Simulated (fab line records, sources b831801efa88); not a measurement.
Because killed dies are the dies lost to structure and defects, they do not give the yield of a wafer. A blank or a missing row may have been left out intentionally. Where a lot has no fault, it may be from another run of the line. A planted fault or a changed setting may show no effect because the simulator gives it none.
Which tool was responsible? | flow sky130 | 24 lots, 72 wafers sampled, at 5 steps of a route of 708

WHAT THE GAUGES SHOWED, per wafer
SKY_FIELD_ISO_BOW_MEAS_00. Usual: INCOMING_BOW 0 um, standard deviation 6.4.
lot  | measured    | on            | INCOMING_BOW (um) | flag
L074 | day 1 10:01 | film metro-02 | -1 11 -3          |
L075 | day 1 15:00 | film metro-03 | 2 -3 13           |
L076 | day 1 20:00 | film metro-04 | -6 -19 -3         |
L077 | day 2 01:01 | film metro-04 | -10 10 7          |
L078 | day 2 06:00 | film metro-02 | 4 13 -1           |
L079 | day 2 11:00 | film metro-04 | 7 4 -2            |
L080 | day 2 16:00 | film metro-04 | -3 7 5            |
L081 | day 2 21:01 | film metro-04 | -4 3 5            |
L082 | day 3 02:01 | film metro-03 | 3 -6 1            |
L083 | day 3 07:01 | film metro-02 | -7 0 -8           |
L084 | day 3 12:00 | film metro-04 | -1 -5 -7          |
L085 | day 3 17:02 | film metro-04 | 16 2 -8           |
L086 | day 3 22:02 | film metro-04 | 5 0 0             |
L087 | day 4 03:00 | film metro-02 | 11 8 10           |
L088 | day 4 08:00 | film metro-03 | 0 -10 -6          |
L089 | day 4 13:00 | film metro-02 | 1 -10 -3          |
L090 | day 4 18:00 | film metro-02 | 4 -4 6            |
L091 | day 4 23:00 | film metro-02 | 6 11 -2           |
L092 | day 5 04:00 | film metro-03 | 5 19 1            |
L093 | day 5 09:00 | film metro-04 | -6 2 -6           |
L094 | day 5 14:00 | film metro-02 | 4 13 -9           |
L095 | day 5 19:00 | film metro-04 | 0 -2 -4           |
L096 | day 6 00:01 | film metro-03 | 2 2 15            |
L097 | day 6 05:01 | film metro-04 | 0 -4 -6           |

SKY_SONOS_TUNNEL_TW_MEAS_12. Usual: SONOS_TUNNEL_TW 196.7, standard deviation 2.2.
lot  | measured     | on            | SONOS_TUNNEL_TW   | flag
L074 | day 11 04:45 | film metro-04 | 195.9 195.5 195.5 |
L075 | day 12 06:01 | film metro-01 | 194.9 196.2 196.0 |
L076 | day 12 06:20 | film metro-04 | 195.0 194.8 195.3 |
L077 | day 12 11:31 | film metro-03 | 197.2 197.6 198.3 |
L078 | day 12 11:40 | film metro-04 | 195.1 195.1 194.4 |
L079 | day 12 18:50 | film metro-04 | 194.7 195.5 194.1 |
L080 | day 13 11:45 | film metro-04 | 195.1 194.9 194.8 |
L081 | day 13 20:37 | film metro-04 | 195.8 195.0 195.9 |
L082 | day 13 22:17 | film metro-04 | 194.9 195.6 195.4 |
L083 | day 14 14:02 | film metro-03 | 198.3 198.6 199.6 |
L084 | day 14 17:02 | film metro-04 | 194.9 195.8 196.9 |
L085 | day 15 12:13 | film metro-01 | 197.2 196.3 195.9 |
L086 | day 15 15:40 | film metro-03 | 199.8 199.6 199.7 |
L087 | day 15 15:57 | film metro-01 | 195.1 196.8 196.8 |
L088 | day 16 01:19 | film metro-03 | 199.7 198.5 199.1 |
L089 | day 16 06:07 | film metro-04 | 195.5 194.7 195.5 |
L090 | day 16 22:37 | film metro-04 | 194.5 195.0 195.8 |
L091 | day 17 03:18 | film metro-03 | 200.3 200.5 200.7 |
L092 | day 17 06:38 | film metro-01 | 194.6 194.8 195.1 |
L093 | day 18 06:04 | film metro-03 | 199.4 199.7 200.5 |
L094 | day 18 18:26 | film metro-04 | 193.3 193.5 194.4 |
L095 | day 18 06:38 | film metro-03 | 200.2 200.5 200.4 |
L096 | day 19 05:20 | film metro-01 | 195.8 193.8 195.3 |
L097 | day 19 06:15 | film metro-03 | 202.0 201.6 199.8 |

SKY_VIA1_OVL_MEAS_13. Usual: VIA1_OVL 1 nm, standard deviation 5.6.
lot  | measured     | on         | VIA1_OVL (nm) | flag
L074 | day 33 18:58 | overlay-01 | 12 9 9        |
L075 | day 34 19:46 | overlay-01 | -3 0 -4       |
L076 | day 34 16:31 | overlay-01 | 7 -2 7        |
L077 | day 34 23:19 | overlay-01 | 9 5 4         |
L078 | day 35 00:55 | overlay-01 | -9 -3 -9      |
L079 | day 35 15:25 | overlay-02 | 13 3 -4       |
L080 | day 36 03:12 | overlay-01 | 0 -6 -5       |
L081 | day 36 09:19 | overlay-01 | 3 -1 -4       |
L082 | day 36 15:10 | overlay-01 | 3 5 1         |
L083 | day 37 03:38 | overlay-02 | 1 3 -8        |
L084 | day 37 10:29 | overlay-02 | -3 1 5        |
L085 | day 37 21:34 | overlay-01 | -1 3 -1       |
L086 | day 38 05:52 | overlay-01 | 7 0 2         |
L087 | day 38 06:12 | overlay-01 | -3 -10 -5     |
L088 | day 38 14:47 | overlay-02 | 1 -1 0        |
L089 | day 38 17:43 | overlay-02 | 1 -9 -5       |
L090 | day 39 03:45 | overlay-01 | 16 12 14      |
L091 | day 39 16:30 | overlay-01 | 0 6 2         |
L092 | day 39 11:36 | overlay-02 | 3 -3 1        |
L093 | day 40 06:40 | overlay-02 | -7 -1 -3      |
L094 | day 40 17:30 | overlay-01 | 3 2 7         |
L095 | day 40 09:21 | overlay-02 | 0 6 7         |
L096 | day 40 23:19 | overlay-01 | -3 0 -3       |
L097 | day 41 03:12 | overlay-01 | 4 3 7         |

SKY_VIA3_THK_MEAS_23: measures by xrf. Usual: VIA3_W_THK 391 nm, standard deviation 6.6.
lot  | measured     | on            | VIA3_W_THK (nm) | flag
L074 | day 39 11:23 | film metro-03 | 395 393 391     |
L075 | day 40 14:11 | film metro-03 | 394 395 390     |
L076 | day 40 06:47 | film metro-01 | 387 392 389     |
L077 | day 40 16:33 | film metro-01 | 384 384 383     |
L078 | day 40 16:40 | film metro-03 | 397 400 399     |
L079 | day 41 06:20 | film metro-03 | 387 389 396     |
L080 | day 41 16:44 | film metro-03 | 397 402 399     |
L081 | day 41 23:09 | film metro-03 | 396 394 393     |
L082 | day 42 04:07 | film metro-01 | 384 391 387     |
L083 | day 42 15:18 | film metro-03 | 396 401 396     |
L084 | day 42 22:50 | film metro-02 | 391 387 385     |
L085 | day 43 06:53 | film metro-02 | 388 388 385     |
L086 | day 43 16:38 | film metro-01 | 393 391 388     |
L087 | day 43 16:05 | film metro-02 | 389 381 384     |
L088 | day 43 23:32 | film metro-02 | 390 386 388     |
L089 | day 44 02:06 | film metro-02 | 385 383 379     |
L090 | day 44 12:34 | film metro-02 | 388 384 382     |
L091 | day 44 23:47 | film metro-02 | 386 391 390     |
L092 | day 44 18:16 | film metro-01 | 394 392 392     |
L093 | day 45 10:20 | film metro-01 | 395 391 391     |
L094 | day 45 19:37 | film metro-03 | 402 402 395     |
L095 | day 45 12:08 | film metro-03 | 404 405 408     |
L096 | day 46 01:32 | film metro-01 | 383 378 388     |
L097 | day 46 03:27 | film metro-01 | 387 384 389     |

WHICH TOOL RAN EACH LOT (tool, then ch and the chambers of the sampled wafers, then the start)
lot  | SKY_VT_ADJUST_HVTP_STRIP_10
L074 | plasma asher-02 ch 0,1, day 6 00:23
L075 | plasma asher-02 ch 0,1, day 6 13:44
L076 | plasma asher-03 ch 0,1, day 6 18:56
L077 | plasma asher-01 ch 1, day 7 01:17
L078 | plasma asher-01 ch 0,1, day 7 01:47
L079 | plasma asher-01 ch 0,1, day 7 05:41
L080 | plasma asher-02 ch 0, day 7 19:26
L081 | plasma asher-03 ch 0,1, day 8 02:50
L082 | plasma asher-02 ch 0,1, day 8 03:29
L083 | plasma asher-01 ch 0,1, day 8 15:50
L084 | plasma asher-01 ch 0,1, day 8 18:41
L085 | plasma asher-02 ch 0,1, day 9 07:04
L086 | plasma asher-03 ch 0,1, day 9 08:52
L087 | plasma asher-03 ch 0,1, day 9 11:22
L088 | plasma asher-03 ch 0,1, day 9 17:17
L089 | plasma asher-02 ch 0,1, day 9 22:59
L090 | plasma asher-01 ch 0,1, day 10 13:23
L091 | plasma asher-03 ch 0,1, day 10 15:32
L092 | plasma asher-02 ch 0,1, day 10 18:59
L093 | plasma asher-03 ch 0,1, day 11 13:14
L094 | plasma asher-03 ch 0,1, day 11 22:53
L095 | plasma asher-01 ch 0, day 11 14:08
L096 | plasma asher-01 ch 0,1, day 12 07:41
L097 | plasma asher-01 ch 0,1, day 12 08:44
- SKY_VT_ADJUST_HVTP_STRIP_10: strips in O2/N2.

AS READ BY THE TOOLS THEMSELVES (means over the sampled wafers that have a number; for cases with no such wafer, the mark the record gives instead)
SKY_VT_ADJUST_HVTP_STRIP_10. Usual: drypump motor current A 5.8 A, standard deviation 0.47; oes product au 0.716 a.u., standard deviation 0.0044; strip time to endpoint s 14.21 s, standard deviation 0.038.
lot  | tool            | drypump motor current A (A) | oes product au (a.u.) | strip time to endpoint s (s) | flag
L074 | plasma asher-02 | 5.7                         | 0.714                 | 14.14                        |
L075 | plasma asher-02 | 5.7                         | 0.716                 | 14.24                        |
L076 | plasma asher-03 | 5.9                         | 0.716                 | 14.23                        |
L077 | plasma asher-01 | 6.3                         | 0.719                 | 14.22                        |
L078 | plasma asher-01 | 5.6                         | 0.714                 | 14.25                        |
L079 | plasma asher-01 | 6.0                         | 0.712                 | 14.24                        |
L080 | plasma asher-02 | 5.9                         | 0.717                 | 14.24                        |
L081 | plasma asher-03 | 6.2                         | 0.720                 | 14.16                        |
L082 | plasma asher-02 | 5.5                         | 0.717                 | 14.24                        |
L083 | plasma asher-01 | 6.0                         | 0.719                 | 14.20                        |
L084 | plasma asher-01 | 5.6                         | 0.714                 | 14.22                        |
L085 | plasma asher-02 | 5.7                         | 0.712                 | 14.20                        |
L086 | plasma asher-03 | 5.9                         | 0.721                 | 14.18                        |
L087 | plasma asher-03 | 6.2                         | 0.712                 | 14.21                        |
L088 | plasma asher-03 | 6.2                         | 0.713                 | 14.16                        |
L089 | plasma asher-02 | 5.7                         | 0.720                 | 14.16                        |
L090 | plasma asher-01 | 6.0                         | 0.720                 | 14.17                        |
L091 | plasma asher-03 | 5.9                         | 0.714                 | 14.20                        |
L092 | plasma asher-02 | 5.5                         | 0.714                 | 14.25                        |
L093 | plasma asher-03 | 6.2                         | 0.718                 | 14.15                        |
L094 | plasma asher-03 | 5.9                         | 0.718                 | 14.18                        |
L095 | plasma asher-01 | 5.3                         | 0.712                 | 14.21                        |
L096 | plasma asher-01 | 6.0                         | 0.717                 | 14.22                        |
L097 | plasma asher-01 | 6.0                         | 0.719                 | 14.20                        |

THE ANSWER, worked out from the rows above alone
Rule: take the mean of a lot's wafers that have a number; if it is more than 3 standard deviations from the usual mean, the lot is off. A lot without any number at a reading at which 4 lots or more have one is off too. Where the step has rows for the other lots, those lots are counted as sound. The gauges are gone through in route order, then the tools' own readings, and for those a lot's mean is taken as printed above. At the first step where some lot is off, the reading lying furthest off is the one used; lots without a number count as furthest.
None of the lots is off at any reading shown; this tells nothing.

WHAT THE SIMULATOR HAD INSERTED
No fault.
